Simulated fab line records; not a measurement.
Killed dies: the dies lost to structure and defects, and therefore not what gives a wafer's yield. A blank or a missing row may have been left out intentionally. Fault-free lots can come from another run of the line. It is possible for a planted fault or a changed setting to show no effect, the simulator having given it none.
What tool caused it? | flow sky130 | 11 lots with 33 wafers sampled at 5 steps, on a route of 708 steps

== WHAT THE GAUGES READ, wafer by wafer ==
SKY_VT_ADJUST_HVTP_TW_MEAS_11. Usual: VT_ADJUST_HVTP_TW typically reads 1366, with standard deviation 8.6.
lot  | measured     | on           | VT_ADJUST_HVTP_TW             | flag
L930 | day 6 19:59  | filmMetro-04 | 1356 1358 1358                | 
L931 | day 7 04:51  | filmMetro-03 | 1373 1370 1372                | 
L934 | day 7 22:07  | filmMetro-04 | 1516 1521 1521 1521 1523 1524 | OFF
L935 | day 8 04:42  | filmMetro-02 | 1543 1548 1545 1550 1553 1543 | OFF
L941 | day 9 18:04  | filmMetro-04 | 1362 1359 1357                | 
L944 | day 10 15:05 | filmMetro-02 | 1374 1378 1386                | 
L945 | day 10 19:54 | filmMetro-03 | 1367 1362 1369                | 
L946 | day 11 05:00 | filmMetro-03 | 1361 1366 1365                | 
L947 | day 11 12:29 | filmMetro-03 | 1368 1352 1365                | 
L949 | day 11 22:41 | filmMetro-04 | 1361 1364 1364                | 
L950 | day 12 04:07 | filmMetro-04 | 1353 1356 1347                | 

SKY_VT_ADJUST_LVTN_OVL_MEAS_07. Usual: VT_ADJUST_LVTN_OVL typically reads 0.3 nm, with standard deviation 1.3.
lot  | measured     | on         | VT_ADJUST_LVTN_OVL (nm) | flag
L930 | day 7 15:23  | overlay-01 | 1.7 0.7 0.9             | 
L931 | day 8 00:38  | overlay-01 | 0.3 0.3 0.9             | 
L934 | day 8 18:35  | overlay-02 | 0.8 0.0 -1.8            | 
L935 | day 9 01:17  | overlay-01 | 1.5 -0.9 -0.7           | 
L941 | day 10 15:38 | overlay-01 | 0.9 -1.6 0.9            | 
L944 | day 11 14:29 | overlay-02 | -0.4 -3.2 -1.9          | 
L945 | day 11 20:17 | overlay-02 | 0.7 -0.7 0.8            | 
L946 | day 12 05:02 | overlay-02 | -1.9 -1.8 1.7           | 
L947 | day 12 11:32 | overlay-01 | 2.0 0.9 -0.4            | 
L949 | day 12 23:20 | overlay-02 | -1.0 0.4 -0.1           | 
L950 | day 13 04:53 | overlay-01 | 0.8 0.0 -1.0            | 

== WHICH TOOL RAN EACH LOT (tool, then ch and the chambers of the sampled wafers, then the start) ==
lot  | SKY_PWDE_STRIP_09                  | SKY_NWELL_STRIP_14                  | SKY_VT_ADJUST_HVTP_IMPLANT_09
L930 | plasmaAsher-01 ch 0,1, day 4 11:35 | plasmaAsher-01 ch 0,1, day 5 05:47  | implanter-04 ch 0, day 6 19:44
L931 | plasmaAsher-01 ch 0,1, day 4 20:16 | plasmaAsher-02 ch 1, day 5 14:58    | implanter-04 ch 0, day 7 04:36
L934 | plasmaAsher-03 ch 0,1, day 5 12:37 | plasmaAsher-03 ch 0,1, day 6 06:45  | implanter-04 ch 0, day 7 21:54
L935 | plasmaAsher-04 ch 0,1, day 5 16:58 | plasmaAsher-02 ch 0,1, day 6 12:02  | implanter-04 ch 0, day 8 04:27
L941 | plasmaAsher-03 ch 0,1, day 7 02:31 | plasmaAsher-03 ch 0,1, day 7 22:16  | implanter-01 ch 0, day 9 17:51
L944 | plasmaAsher-01 ch 0,1, day 7 20:53 | plasmaAsher-02 ch 0,1, day 8 18:43  | implanter-01 ch 0, day 10 14:50
L945 | plasmaAsher-04 ch 1, day 8 03:23   | plasmaAsher-01 ch 0, day 9 00:40    | implanter-01 ch 0, day 10 19:39
L946 | plasmaAsher-03 ch 0,1, day 8 10:31 | plasmaAsher-02 ch 0,1, day 9 08:07  | implanter-01 ch 0, day 11 04:45
L947 | plasmaAsher-01 ch 0,1, day 8 15:28 | plasmaAsher-01 ch 0,1, day 9 13:58  | implanter-04 ch 0, day 11 12:10
L949 | plasmaAsher-04 ch 0, day 9 02:46   | plasmaAsher-01 ch 0,1, day 10 01:16 | implanter-04 ch 0, day 11 22:26
L950 | plasmaAsher-04 ch 0,1, day 9 06:14 | plasmaAsher-01 ch 0,1, day 10 05:20 | implanter-03 ch 0, day 12 03:52
- SKY_PWDE_STRIP_09: strips in O2/N2.
- SKY_NWELL_STRIP_14: strips in O2/N2.
- SKY_VT_ADJUST_HVTP_IMPLANT_09

== WHAT THE TOOLS THEMSELVES READ (means of the sampled wafers that have a number; where no wafer has one, the mark that the record gives instead) ==
SKY_PWDE_STRIP_09. Usual: drypumpMotorCurrentA 5.8 A, standard deviation 0.42; o2FlowSccm 3001 sccm, standard deviation 9.1; oesProductAu 0.723 a.u., standard deviation 0.0046; stripTimeToEndpointS 36.96 s, standard deviation 0.091.
lot  | tool           | drypumpMotorCurrentA (A) | o2FlowSccm (sccm) | oesProductAu (a.u.) | stripTimeToEndpointS (s) | flag
L930 | plasmaAsher-01 | 5.4                      | 2988              | 0.724               | 36.98                    | 
L931 | plasmaAsher-01 | 5.6                      | 3000              | 0.719               | 37.06                    | 
L934 | plasmaAsher-03 | 5.5                      | 3006              | 0.726               | 36.99                    | 
L935 | plasmaAsher-04 | 6.1                      | 2993              | 0.724               | 36.97                    | 
L941 | plasmaAsher-03 | 5.6                      | 2994              | 0.725               | 36.94                    | 
L944 | plasmaAsher-01 | 5.3                      | 3001              | 0.722               | 36.97                    | 
L945 | plasmaAsher-04 | 6.1                      | 3004              | 0.721               | 36.92                    | 
L946 | plasmaAsher-03 | 5.6                      | 3006              | 0.722               | 36.84                    | 
L947 | plasmaAsher-01 | 5.6                      | 3000              | 0.721               | 36.96                    | 
L949 | plasmaAsher-04 | 6.2                      | 3012              | 0.723               | 36.96                    | 
L950 | plasmaAsher-04 | 6.1                      | 3003              | 0.722               | 37.07                    | 

SKY_NWELL_STRIP_14. Usual: drypumpMotorCurrentA 5.6 A, standard deviation 0.34; o2FlowSccm 3000 sccm, standard deviation 9.7; oesProductAu 0.723 a.u., standard deviation 0.0041; stripTimeToEndpointS 36.98 s, standard deviation 0.084.
lot  | tool           | drypumpMotorCurrentA (A) | o2FlowSccm (sccm) | oesProductAu (a.u.) | stripTimeToEndpointS (s) | flag
L930 | plasmaAsher-01 | 5.6                      | 2994              | 0.721               | 36.94                    | 
L931 | plasmaAsher-02 | 5.7                      | 3006              | 0.721               | 36.95                    | 
L934 | plasmaAsher-03 | 5.6                      | 3001              | 0.722               | 36.86                    | 
L935 | plasmaAsher-02 | 6.0                      | 2992              | 0.725               | 37.11                    | 
L941 | plasmaAsher-03 | 5.6                      | 2997              | 0.722               | 36.90                    | 
L944 | plasmaAsher-02 | 6.0                      | 3000              | 0.722               | 37.01                    | 
L945 | plasmaAsher-01 | 5.0                      | 3005              | 0.720               | 37.09                    | 
L946 | plasmaAsher-02 | 5.8                      | 2996              | 0.722               | 37.00                    | 
L947 | plasmaAsher-01 | 5.3                      | 3002              | 0.728               | 36.98                    | 
L949 | plasmaAsher-01 | 5.6                      | 2999              | 0.723               | 36.92                    | 
L950 | plasmaAsher-01 | 5.3                      | 2987              | 0.725               | 37.01                    | 

SKY_VT_ADJUST_HVTP_IMPLANT_09. Usual: doseIonsCm2 4.299e+12, standard deviation 4.8e+09; faradayCurrentUA 24.2, standard deviation 0.45.
lot  | tool         | doseIonsCm2 | faradayCurrentUA | flag
L930 | implanter-04 | 4.303e+12   | 23.7             | 
L931 | implanter-04 | 4.293e+12   | 24.2             | 
L934 | implanter-04 | 6.149e+12   | 34.5             | OFF
L935 | implanter-04 | 6.139e+12   | 34.7             | OFF
L941 | implanter-01 | 4.297e+12   | 24.4             | 
L944 | implanter-01 | 4.297e+12   | 24.4             | 
L945 | implanter-01 | 4.304e+12   | 24.2             | 
L946 | implanter-01 | 4.302e+12   | 24.7             | 
L947 | implanter-04 | 4.296e+12   | 24.4             | 
L949 | implanter-04 | 4.301e+12   | 24.4             | 
L950 | implanter-03 | 4.296e+12   | 24.8             | 

== THE ANSWER, worked out from the rows above alone ==
Rule: a lot counts as off when the mean over its wafers that have a number is more than 3 standard deviations away from the usual mean. Also off: a lot with no number at a reading for which 4 or more lots have one. The other lots that the step has rows for count as sound. Order of review: gauges by route order, followed by the tools' own readings, for which a lot's mean as printed above is used. The first step at which some lot is off is used, and at that step the reading that is off furthest; a lot without a number counts as furthest.
Off: L934, L935, at SKY_VT_ADJUST_HVTP_TW_MEAS_11 (VT_ADJUST_HVTP_TW).
If a tool, at a process step before that reading, ran all the lots that are off and no sound lot after the first of them, it fits. The gauges at SKY_VT_ADJUST_HVTP_TW_MEAS_11 aren't tried: what is off there is off at SKY_VT_ADJUST_HVTP_IMPLANT_09 too, on other tools, and a gauge's error can't cause that. Of those tried, none fits.

== WHAT HAD BEEN PUT IN BY THE SIMULATOR ==
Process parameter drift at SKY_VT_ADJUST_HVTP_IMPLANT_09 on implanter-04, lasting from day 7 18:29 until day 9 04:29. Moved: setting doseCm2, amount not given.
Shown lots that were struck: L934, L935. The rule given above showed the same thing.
